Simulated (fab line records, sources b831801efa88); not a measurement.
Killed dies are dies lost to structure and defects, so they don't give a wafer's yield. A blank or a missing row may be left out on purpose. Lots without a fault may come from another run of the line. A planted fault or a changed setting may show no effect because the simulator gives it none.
Which tool did it? | flow gf180mcu | 6 lots, 18 wafers sampled, at 3 steps of a route of 602

WHAT THE GAUGES READ, wafer by wafer
GF_CONTACT_RS_MEAS_25: measures by four-point-probe.
lot  | measured     | on            | CONTACT_W_RS (ohm/sq)
L710 | day 17 02:46 | film_metro-01 | 0.384 0.386 0.387
L712 | day 17 12:50 | film_metro-03 | 0.387 0.386 0.386
L715 | day 18 19:10 | film_metro-01 | 0.381 0.380 0.382
L717 | day 19 08:24 | film_metro-01 | 0.384 0.388 0.384
L727 | day 23 01:25 | film_metro-04 | 0.560 0.567 0.568
L729 | day 23 15:23 | film_metro-01 | 0.386 0.382 0.383

WHICH TOOL RAN EACH LOT (tool, then ch and the chambers of the sampled wafers, then the start)
lot  | GF_SALICIDE_SPUTTER_02       | GF_CONTACT_CVD_24
L710 | pvd_sputter-04, day 16 02:32 | cvd_w-02 ch 1, day 17 02:35
L712 | pvd_sputter-03, day 16 12:20 | cvd_w-02 ch 1, day 17 12:39
L715 | pvd_sputter-04, day 17 17:27 | cvd_w-01 ch 0,1, day 18 19:04
L717 | pvd_sputter-02, day 18 06:07 | cvd_w-01 ch 0,1, day 19 08:17
L727 | pvd_sputter-02, day 22 00:06 | cvd_w-01 ch 0, day 23 01:15
L729 | pvd_sputter-04, day 22 14:52 | cvd_w-02 ch 0, day 23 15:17
- GF_SALICIDE_SPUTTER_02: material Co, target thk 10 nm, time 20 s.
- GF_CONTACT_CVD_24: deposits W, target thk 300 nm, time 90.339 s.

THE ANSWER, worked out from the rows above alone
Rule: what is usual is taken from the lots themselves. Put in order of their means at a reading, lots are off if they are a third of the lots or fewer, leave a main group of 4 or more, and stand apart from it by a gap of 3 or more times the standard deviation of the main group's means; of several such gaps the widest counts. A main group whose means are all the same, to the digits that the tables above print for the reading, isn't used. A lot without any number at a reading at which 4 lots or more have one is off too. The other lots that the step has rows for count as sound.
Off: L727, at GF_CONTACT_RS_MEAS_25 (CONTACT_W_RS). The main group: mean 0.384 ohm/sq, standard deviation 0.0019.
A tool fits if, at a process step before that reading, it ran every lot that is off, and no sound lot after the first of them. The gauges at GF_CONTACT_RS_MEAS_25 are tried like those tools. Can't be told from this: 3 tools fit, pvd_sputter-02 at GF_SALICIDE_SPUTTER_02, cvd_w-01 at GF_CONTACT_CVD_24, film_metro-04 at GF_CONTACT_RS_MEAS_25.

WHAT THE SIMULATOR HAD PUT IN
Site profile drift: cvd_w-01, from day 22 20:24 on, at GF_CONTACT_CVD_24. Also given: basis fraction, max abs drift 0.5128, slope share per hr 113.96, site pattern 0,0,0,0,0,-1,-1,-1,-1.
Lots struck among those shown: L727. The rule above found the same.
